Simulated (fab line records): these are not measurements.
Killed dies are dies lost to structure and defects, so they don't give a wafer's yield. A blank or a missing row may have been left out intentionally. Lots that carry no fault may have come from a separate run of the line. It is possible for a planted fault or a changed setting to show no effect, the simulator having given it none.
Which tool was responsible? || flow gf180mcu || 13 lots with 38 wafers sampled at 3 steps, on a route of 602 steps

== WHAT THE GAUGES SHOWED, per wafer ==
GF_M4_CD_MEAS_14: the cd target is 280 nm.
{"lot": "L107", "measured": "day 23 08:19", "on": "cdSem-02", "cdNm (nm)": "279.7 277.8 278.4"}
{"lot": "L109", "measured": "day 24 21:04", "on": "cdSem-02", "cdNm (nm)": "278.7 278.8 278.1"}
{"lot": "L111", "measured": "day 25 03:05", "on": "cdSem-01", "cdNm (nm)": "277.6 278.5 279.0"}
{"lot": "L115", "measured": "day 26 19:26", "on": "cdSem-02", "cdNm (nm)": "281.6 282.9 281.7"}
{"lot": "L116", "measured": "day 26 22:41", "on": "cdSem-02", "cdNm (nm)": "279.9 281.7 278.9"}
{"lot": "L118", "measured": "day 27 16:38", "on": "cdSem-02", "cdNm (nm)": "279.6 279.3"}
{"lot": "L122", "measured": "day 28 19:20", "on": "cdSem-02", "cdNm (nm)": "280.1 279.8 280.6"}
{"lot": "L127", "measured": "day 30 08:53", "on": "cdSem-02", "cdNm (nm)": "280.2 279.4 280.2"}
{"lot": "L125", "measured": "day 30 12:32", "on": "cdSem-02", "cdNm (nm)": "279.9 281.6 280.1"}
{"lot": "L128", "measured": "day 30 09:29", "on": "cdSem-01", "cdNm (nm)": "278.2 278.8 279.6"}
{"lot": "L126", "measured": "day 30 10:11", "on": "cdSem-01", "cdNm (nm)": "281.3 280.1 281.2"}
{"lot": "L129", "measured": "day 30 11:17", "on": "cdSem-01", "cdNm (nm)": "280.0 280.3 280.5"}
{"lot": "L130", "measured": "day 31 04:06", "on": "cdSem-02", "cdNm (nm)": "280.8 280.0 279.8"}

GF_V4_BOW_MEAS_05.
{"lot": "L107", "measured": "day 23 09:41", "on": "filmMetro-04", "V4_BOW (um)": "135 131 135"}
{"lot": "L109", "measured": "day 25 01:46", "on": "filmMetro-01", "V4_BOW (um)": "134 130 134"}
{"lot": "L111", "measured": "day 25 04:28", "on": "filmMetro-04", "V4_BOW (um)": "130 131 127"}
{"lot": "L115", "measured": "day 26 20:49", "on": "filmMetro-04", "V4_BOW (um)": "132 146 133"}
{"lot": "L116", "measured": "day 27 00:06", "on": "filmMetro-02", "V4_BOW (um)": "129 138 127"}
{"lot": "L118", "measured": "day 27 18:01", "on": "filmMetro-04", "V4_BOW (um)": "133 127"}
{"lot": "L122", "measured": "day 28 20:44", "on": "filmMetro-04", "V4_BOW (um)": "137 145 133"}
{"lot": "L127", "measured": "day 30 10:16", "on": "filmMetro-01", "V4_BOW (um)": "144 132 140"}
{"lot": "L125", "measured": "day 30 13:55", "on": "filmMetro-02", "V4_BOW (um)": "141 156 136"}
{"lot": "L128", "measured": "day 30 11:08", "on": "filmMetro-01", "V4_BOW (um)": "133 129 145"}
{"lot": "L126", "measured": "day 30 11:42", "on": "filmMetro-02", "V4_BOW (um)": "140 130 130"}
{"lot": "L129", "measured": "day 30 12:40", "on": "filmMetro-04", "V4_BOW (um)": "126 122 132"}
{"lot": "L130", "measured": "day 31 05:29", "on": "filmMetro-01", "V4_BOW (um)": "131 129 128"}

== EACH LOT AND THE TOOL THAT RAN IT (in order: tool; ch and the chambers of the sampled wafers; start) ==
{"lot": "L107", "GF_V3_CMP_26": "cmp-01 ch 0,2,3, day 22 08:51"}
{"lot": "L109", "GF_V3_CMP_26": "cmp-01 ch 0,1,2, day 23 13:06"}
{"lot": "L111", "GF_V3_CMP_26": "cmp-01 ch 0,1,2, day 24 07:18"}
{"lot": "L115", "GF_V3_CMP_26": "cmp-02 ch 1,2,3, day 25 21:54"}
{"lot": "L116", "GF_V3_CMP_26": "cmp-02 ch 0,1,2, day 26 01:35"}
{"lot": "L118", "GF_V3_CMP_26": "cmp-02 ch 2,3, day 26 19:06"}
{"lot": "L122", "GF_V3_CMP_26": "cmp-01 ch 1,2,3, day 27 23:15"}
{"lot": "L127", "GF_V3_CMP_26": "cmp-01 ch 1,2,3, day 29 14:11"}
{"lot": "L125", "GF_V3_CMP_26": "cmp-02 ch 0,2,3, day 29 14:25"}
{"lot": "L128", "GF_V3_CMP_26": "cmp-01 ch 0,3, day 29 14:32"}
{"lot": "L126", "GF_V3_CMP_26": "cmp-01 ch 0,3, day 29 14:55"}
{"lot": "L129", "GF_V3_CMP_26": "cmp-02 ch 1,2, day 29 15:37"}
{"lot": "L130", "GF_V3_CMP_26": "cmp-02 ch 2,3, day 30 09:27"}
- GF_V3_CMP_26: polishes, stops on SiO2, t overpolish 15 s, target thk 0 nm.

== WHAT THE TOOLS THEMSELVES READ (means of the sampled wafers that have a number; where no wafer has one, the mark that the record gives instead) ==
GF_V3_CMP_26.
{"lot": "L107", "tool": "cmp-01", "motorCurrentA (A)": 11.0, "overpolishRunS (s)": 15.010, "timeToEndpointS (s)": 81}
{"lot": "L109", "tool": "cmp-01", "motorCurrentA (A)": 11.2, "overpolishRunS (s)": 14.998, "timeToEndpointS (s)": 83}
{"lot": "L111", "tool": "cmp-01", "motorCurrentA (A)": 11.1, "overpolishRunS (s)": 14.998, "timeToEndpointS (s)": 84}
{"lot": "L115", "tool": "cmp-02", "motorCurrentA (A)": 11.3, "overpolishRunS (s)": 12.351, "timeToEndpointS (s)": 86}
{"lot": "L116", "tool": "cmp-02", "motorCurrentA (A)": 10.3, "overpolishRunS (s)": 12.340, "timeToEndpointS (s)": 82}
{"lot": "L118", "tool": "cmp-02", "motorCurrentA (A)": 10.7, "overpolishRunS (s)": 14.992, "timeToEndpointS (s)": 91}
{"lot": "L122", "tool": "cmp-01", "motorCurrentA (A)": 11.8, "overpolishRunS (s)": 15.005, "timeToEndpointS (s)": 85}
{"lot": "L127", "tool": "cmp-01", "motorCurrentA (A)": 11.6, "overpolishRunS (s)": 14.999, "timeToEndpointS (s)": 86}
{"lot": "L125", "tool": "cmp-02", "motorCurrentA (A)": 9.6, "overpolishRunS (s)": 15.006, "timeToEndpointS (s)": 94}
{"lot": "L128", "tool": "cmp-01", "motorCurrentA (A)": 11.2, "overpolishRunS (s)": 15.006, "timeToEndpointS (s)": 88}
{"lot": "L126", "tool": "cmp-01", "motorCurrentA (A)": 11.4, "overpolishRunS (s)": 14.994, "timeToEndpointS (s)": 87}
{"lot": "L129", "tool": "cmp-02", "motorCurrentA (A)": 11.8, "overpolishRunS (s)": 14.995, "timeToEndpointS (s)": 87}
{"lot": "L130", "tool": "cmp-02", "motorCurrentA (A)": 10.2, "overpolishRunS (s)": 14.993, "timeToEndpointS (s)": 87}

== THE ANSWER, worked out from the rows above alone ==
Rule: the lots themselves supply what counts as usual. The widest of any qualifying gaps counts: lots, ordered by their means at a reading, are off when they make up no more than a third of the lots, leave a main group of 4 or more, and stand apart from it by 3 or more times the standard deviation of that group's means. A main group is skipped when, at the precision printed for the reading in the tables above, its means are all equal. Also off: a lot with no number at a reading for which 4 or more lots have one. Where the step has rows for the other lots, those lots are counted as sound. After the gauges, taken in route order, come the tools' own readings; for these a lot's mean is taken, as printed above. At the first step where some lot is off, the reading lying furthest off is the one used; lots without a number count as furthest.
Off at GF_V3_CMP_26 (overpolishRunS): L115, L116. The main group: mean 15.000 s, standard deviation 0.0059.
A tool fits if, at that step or a process step before it, it ran every lot that is off, and no sound lot after the first of them. Of those tried, none fits.

== WHAT THE SIMULATOR HAD PUT IN ==
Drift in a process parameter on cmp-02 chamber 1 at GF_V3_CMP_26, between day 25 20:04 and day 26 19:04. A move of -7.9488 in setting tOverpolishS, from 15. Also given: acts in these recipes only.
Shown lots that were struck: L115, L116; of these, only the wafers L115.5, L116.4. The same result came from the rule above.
